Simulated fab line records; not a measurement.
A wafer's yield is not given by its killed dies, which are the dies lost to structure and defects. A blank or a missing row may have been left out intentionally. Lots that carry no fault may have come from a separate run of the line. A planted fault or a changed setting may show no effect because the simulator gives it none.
Chamber matching / flow gf180mcu / rieDiel-04 running GF_CONTACT_ETCH_16: 4 sister chambers
The step etches BARC in N2/H2. 33 wafers are shown with their chamber, then 12 later ones without.

== WAFERS WITH THEIR CHAMBER ==
wafer=L074.3; chamber=3; drypumpMotorCurrentA (A)=5.8; throttleValvePct (%)=13.227; oesProductAu (a.u.)=0.863
wafer=L074.4; chamber=0; drypumpMotorCurrentA (A)=5.5; throttleValvePct (%)=13.225; oesProductAu (a.u.)=0.854
wafer=L074.5; chamber=2; drypumpMotorCurrentA (A)=5.8; throttleValvePct (%)=13.205; oesProductAu (a.u.)=0.853
wafer=L078.1; chamber=3; drypumpMotorCurrentA (A)=5.7; throttleValvePct (%)=13.222; oesProductAu (a.u.)=0.854
wafer=L078.2; chamber=0; drypumpMotorCurrentA (A)=5.5; throttleValvePct (%)=13.226; oesProductAu (a.u.)=0.858
wafer=L078.6; chamber=0; drypumpMotorCurrentA (A)=5.5; throttleValvePct (%)=13.211; oesProductAu (a.u.)=0.855
wafer=L081.1; chamber=3; drypumpMotorCurrentA (A)=5.7; throttleValvePct (%)=13.245; oesProductAu (a.u.)=0.856
wafer=L081.2; chamber=2; drypumpMotorCurrentA (A)=5.8; throttleValvePct (%)=13.223; oesProductAu (a.u.)=0.861
wafer=L081.3; chamber=0; drypumpMotorCurrentA (A)=5.5; throttleValvePct (%)=13.230; oesProductAu (a.u.)=0.854
wafer=L081.4; chamber=1; drypumpMotorCurrentA (A)=5.8; throttleValvePct (%)=13.234; oesProductAu (a.u.)=0.859
wafer=L081.5; chamber=3; drypumpMotorCurrentA (A)=5.7; throttleValvePct (%)=13.229; oesProductAu (a.u.)=0.860
wafer=L081.6; chamber=0; drypumpMotorCurrentA (A)=5.5; throttleValvePct (%)=13.218; oesProductAu (a.u.)=0.866
wafer=L082.1; chamber=3; drypumpMotorCurrentA (A)=5.7; throttleValvePct (%)=13.224; oesProductAu (a.u.)=0.863
wafer=L082.2; chamber=1; drypumpMotorCurrentA (A)=5.8; throttleValvePct (%)=13.231; oesProductAu (a.u.)=0.863
wafer=L082.3; chamber=2; drypumpMotorCurrentA (A)=5.8; throttleValvePct (%)=13.223; oesProductAu (a.u.)=0.855
wafer=L082.4; chamber=0; drypumpMotorCurrentA (A)=5.5; throttleValvePct (%)=13.233; oesProductAu (a.u.)=0.855
wafer=L082.5; chamber=3; drypumpMotorCurrentA (A)=5.7; throttleValvePct (%)=13.229; oesProductAu (a.u.)=0.856
wafer=L082.6; chamber=2; drypumpMotorCurrentA (A)=5.8; throttleValvePct (%)=13.228; oesProductAu (a.u.)=0.849
wafer=L088.1; chamber=1; drypumpMotorCurrentA (A)=5.8; throttleValvePct (%)=13.209; oesProductAu (a.u.)=0.856
wafer=L088.2; chamber=3; drypumpMotorCurrentA (A)=5.8; throttleValvePct (%)=13.207; oesProductAu (a.u.)=0.857
wafer=L088.3; chamber=2; drypumpMotorCurrentA (A)=5.8; throttleValvePct (%)=13.220; oesProductAu (a.u.)=0.859
wafer=L088.4; chamber=0; drypumpMotorCurrentA (A)=5.5; throttleValvePct (%)=13.236; oesProductAu (a.u.)=0.852
wafer=L088.5; chamber=3; drypumpMotorCurrentA (A)=5.7; throttleValvePct (%)=13.222; oesProductAu (a.u.)=0.856
wafer=L088.6; chamber=0; drypumpMotorCurrentA (A)=5.5; throttleValvePct (%)=13.216; oesProductAu (a.u.)=0.864
wafer=L089.3; chamber=1; drypumpMotorCurrentA (A)=5.7; throttleValvePct (%)=13.231; oesProductAu (a.u.)=0.863
wafer=L089.4; chamber=3; drypumpMotorCurrentA (A)=5.7; throttleValvePct (%)=13.231; oesProductAu (a.u.)=0.865
wafer=L089.6; chamber=1; drypumpMotorCurrentA (A)=5.8; throttleValvePct (%)=13.238; oesProductAu (a.u.)=0.851
wafer=L091.1; chamber=1; drypumpMotorCurrentA (A)=5.7; throttleValvePct (%)=13.217; oesProductAu (a.u.)=0.863
wafer=L091.3; chamber=3; drypumpMotorCurrentA (A)=5.7; throttleValvePct (%)=13.209; oesProductAu (a.u.)=0.854
wafer=L091.6; chamber=3; drypumpMotorCurrentA (A)=5.7; throttleValvePct (%)=13.237; oesProductAu (a.u.)=0.854
wafer=L092.1; chamber=1; drypumpMotorCurrentA (A)=5.8; throttleValvePct (%)=13.227; oesProductAu (a.u.)=0.845
wafer=L092.2; chamber=3; drypumpMotorCurrentA (A)=5.7; throttleValvePct (%)=13.219; oesProductAu (a.u.)=0.859
wafer=L092.3; chamber=0; drypumpMotorCurrentA (A)=5.5; throttleValvePct (%)=13.208; oesProductAu (a.u.)=0.853

SIGNATURES, as means of the wafers listed above
reading=drypumpMotorCurrentA; chamber 0=5.500; chamber 1=5.771; chamber 2=5.800; chamber 3=5.717; scatter within a chamber=0.0327
reading=throttleValvePct; chamber 0=13.22256; chamber 1=13.22671; chamber 2=13.21980; chamber 3=13.22508; scatter within a chamber=0.0101
reading=oesProductAu; chamber 0=0.85678; chamber 1=0.85714; chamber 2=0.85540; chamber 3=0.85808; scatter within a chamber=0.00507
Rule: for each reading, subtract the chamber's mean from the wafer's reading, divide by that reading's scatter and square the result; add these up over the readings and take the root, which gives the wafer's distance from the chamber. If the next closest chamber is less than 2 further off than the closest, the wafer can't be placed; otherwise it belongs to the closest. How the scatter is found: for the shown wafers, subtract from each reading the mean of its chamber, square and add these, divide the total by (wafers less chambers), then take the root.

== WAFERS WITH NO CHAMBER GIVEN ==
wafer=L092.4; drypumpMotorCurrentA (A)=5.8; throttleValvePct (%)=13.221; oesProductAu (a.u.)=0.849
wafer=L092.5; drypumpMotorCurrentA (A)=5.5; throttleValvePct (%)=13.231; oesProductAu (a.u.)=0.854
wafer=L092.6; drypumpMotorCurrentA (A)=5.7; throttleValvePct (%)=13.223; oesProductAu (a.u.)=0.852
wafer=L093.2; drypumpMotorCurrentA (A)=5.5; throttleValvePct (%)=13.226; oesProductAu (a.u.)=0.859
wafer=L093.3; drypumpMotorCurrentA (A)=5.8; throttleValvePct (%)=13.217; oesProductAu (a.u.)=0.845
wafer=L093.4; drypumpMotorCurrentA (A)=5.7; throttleValvePct (%)=13.231; oesProductAu (a.u.)=0.862
wafer=L095.1; drypumpMotorCurrentA (A)=5.5; throttleValvePct (%)=13.231; oesProductAu (a.u.)=0.853
wafer=L095.3; drypumpMotorCurrentA (A)=5.7; throttleValvePct (%)=13.218; oesProductAu (a.u.)=0.856
wafer=L095.5; drypumpMotorCurrentA (A)=5.7; throttleValvePct (%)=13.224; oesProductAu (a.u.)=0.865
wafer=L096.1; drypumpMotorCurrentA (A)=5.5; throttleValvePct (%)=13.214; oesProductAu (a.u.)=0.856
wafer=L096.2; drypumpMotorCurrentA (A)=5.8; throttleValvePct (%)=13.225; oesProductAu (a.u.)=0.851
wafer=L096.6; drypumpMotorCurrentA (A)=5.7; throttleValvePct (%)=13.207; oesProductAu (a.u.)=0.848

== EACH ONE'S CHAMBER ==
wafer=L092.4; from the rows above=can't be placed: 2 or 1 or 3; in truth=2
wafer=L092.5; from the rows above=0; in truth=0
wafer=L092.6; from the rows above=can't be placed: 3 or 1 or 2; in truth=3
wafer=L093.2; from the rows above=0; in truth=0
wafer=L093.3; from the rows above=can't be placed: 2 or 1 or 3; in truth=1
wafer=L093.4; from the rows above=can't be placed: 3 or 1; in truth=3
wafer=L095.1; from the rows above=0; in truth=0
wafer=L095.3; from the rows above=can't be placed: 3 or 1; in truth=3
wafer=L095.5; from the rows above=can't be placed: 3 or 1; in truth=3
wafer=L096.1; from the rows above=0; in truth=0
wafer=L096.2; from the rows above=can't be placed: 2 or 1 or 3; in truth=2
wafer=L096.6; from the rows above=can't be placed: 3 or 1 or 2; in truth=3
Correctly placed: 4 of 12. Unplaceable from these rows: 8, with the true chamber sitting among the candidates in 8. 0 placed wrongly.
